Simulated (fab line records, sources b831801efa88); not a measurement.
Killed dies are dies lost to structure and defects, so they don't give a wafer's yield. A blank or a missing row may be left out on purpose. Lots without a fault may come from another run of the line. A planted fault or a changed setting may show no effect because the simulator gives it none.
One fault seen from 2 desks | flow sky130 | each desk has only its own numbers; what lay behind them comes last

THE TOOL OWNER'S DESK: lpcvd-03
The tool's own readings at SKY_SONOS_ONO_CVD_04 (deposits SiO2 from SiH4/N2O, target thk 5.7199 nm): means of the sampled wafers that have a number, for each lot that ran on this tool. A lot is out of limits, marked OUT, if its mean lies more than 4 standard deviations from the usual mean; the brackets give that distance.
Columns: A = spike_tc_bottom_C at SKY_SONOS_ONO_CVD_04, usual 915.6 C; B = spike_tc_centre_C at SKY_SONOS_ONO_CVD_04, usual 900.6 C; C = spike_tc_lower_C at SKY_SONOS_ONO_CVD_04, usual 901.8 C; D = spike_tc_top_C at SKY_SONOS_ONO_CVD_04, usual 908 C; E = spike_tc_upper_C at SKY_SONOS_ONO_CVD_04, usual 900.9 C
lot  | first seen here | A                | B                | C                | D   | E
L292 | day 11 11:50    | 915.7            | 902.3            | 901.7            | 905 | 900.6
L295 | day 13 00:31    | 915.2            | 901.8            | 901.3            | 905 | 899.9
L297 | day 13 08:04    | 916.9            | 899.9            | 902.1            | 911 | 902.3
L299 | day 14 05:43    | 914.2            | 900.7            | 901.9            | 906 | 900.7
L300 | day 14 08:32    | 917.2            | 899.1            | 902.4            | 911 | 901.6
L301 | day 14 15:44    | 914.7            | 902.2            | 900.9            | 904 | 900.8
L302 | day 14 19:55    | 906.9 (-6.2) OUT | 894.4            | 893.4 (-7.0) OUT | 898 | 893.5 (-6.2) OUT
L303 | day 15 09:28    | 906.4 (-6.6) OUT | 893.3 (-4.6) OUT | 892.8 (-7.5) OUT | 897 | 892.4 (-7.1) OUT
L304 | day 15 13:47    | 907.1 (-6.0) OUT | 892.4 (-5.1) OUT | 893.6 (-6.8) OUT | 898 | 892.6 (-6.9) OUT
L312 | day 18 04:05    | 916.1            | 898.1            | 903.9            | 911 | 901.2
L313 | day 18 09:29    | 915.3            | 900.1            | 901.5            | 905 | 900.0
L315 | day 19 08:59    | 916.0            | 899.4            | 902.9            | 910 | 900.3
This desk's finding: out of limits on L302, L303, L304; first on L302, day 14 19:55 (spike_tc_bottom_C at SKY_SONOS_ONO_CVD_04). In limits: L292, L295, L297, L299, L300, L301, L312, L313, L315.

THE METROLOGY DESK
What the gauges read, lot by lot, whatever tool the lot ran on: means of the sampled wafers that have a number. A lot is out of limits, marked OUT, if its mean lies more than 4 standard deviations from the usual mean; the brackets give that distance.
Columns: A = FIELD_ISO_OXIDATION_00_THK at SKY_FIELD_ISO_THK_MEAS_02, usual 12.03 nm; B = VT_ADJUST_PCH_OVL at SKY_VT_ADJUST_PCH_OVL_MEAS_07, usual 0.6 nm; C = SONOS_ONO_CVD_04_THK at SKY_SONOS_ONO_THK_MEAS_05, usual 5.77 nm; D = LOCAL_INTERCONNECT_OVL at SKY_LOCAL_INTERCONNECT_OVL_MEAS_12, usual -1 nm
lot  | first seen here | A     | B    | C               | D
L292 | day 1 12:07     | 11.89 | 1.8  | 5.68            | -7
L295 | day 2 03:20     | 11.85 | 1.0  | 5.47            | -1
L297 | day 2 12:56     | 12.19 | 0.8  | 5.91            | 0
L299 | day 3 00:04     | 11.92 | 0.5  | 5.82            | 6
L300 | day 3 06:01     | 11.84 | -0.0 | 5.78            | -4
L301 | day 3 10:06     | 12.17 | -1.1 | 5.78            | 6
L302 | day 3 14:20     | 12.16 | 0.6  | 5.22 (-4.6) OUT | 1
L303 | day 3 19:47     | 12.13 | 0.5  | 5.04 (-6.1) OUT | 3
L304 | day 4 00:11     | 12.07 | 0.7  | 5.21 (-4.6) OUT | 7
L312 | day 5 15:51     | 12.19 | -1.0 | 5.83            | 2
L313 | day 5 21:47     | 12.31 | 1.8  | 5.67            | -0
L315 | day 6 07:04     | 11.81 | 0.4  | 5.78            | -8
This desk's finding: out of limits on L302, L303, L304; first on L302, day 14 21:10 (SONOS_ONO_CVD_04_THK at SKY_SONOS_ONO_THK_MEAS_05). In limits: L292, L295, L297, L299, L300, L301, L312, L313, L315.

PUT TOGETHER
The tool owner's desk could have raised an alarm at day 14 19:55, on L302, L303, L304.
The metrology desk could have raised an alarm at day 14 21:10, on L302, L303, L304.
Of the lots named, all ran SKY_SONOS_ONO_CVD_04 on lpcvd-03.

WHAT THE SIMULATOR HAD PUT IN
Process parameter drift: lpcvd-03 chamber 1, from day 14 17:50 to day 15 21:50, at SKY_SONOS_ONO_CVD_04. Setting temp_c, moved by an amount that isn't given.
Lots struck among those shown: L302, L303, L304.
Hours from the fault's start to each desk's first reading out of limits: the tool owner's desk, 2; the metrology desk, 3.
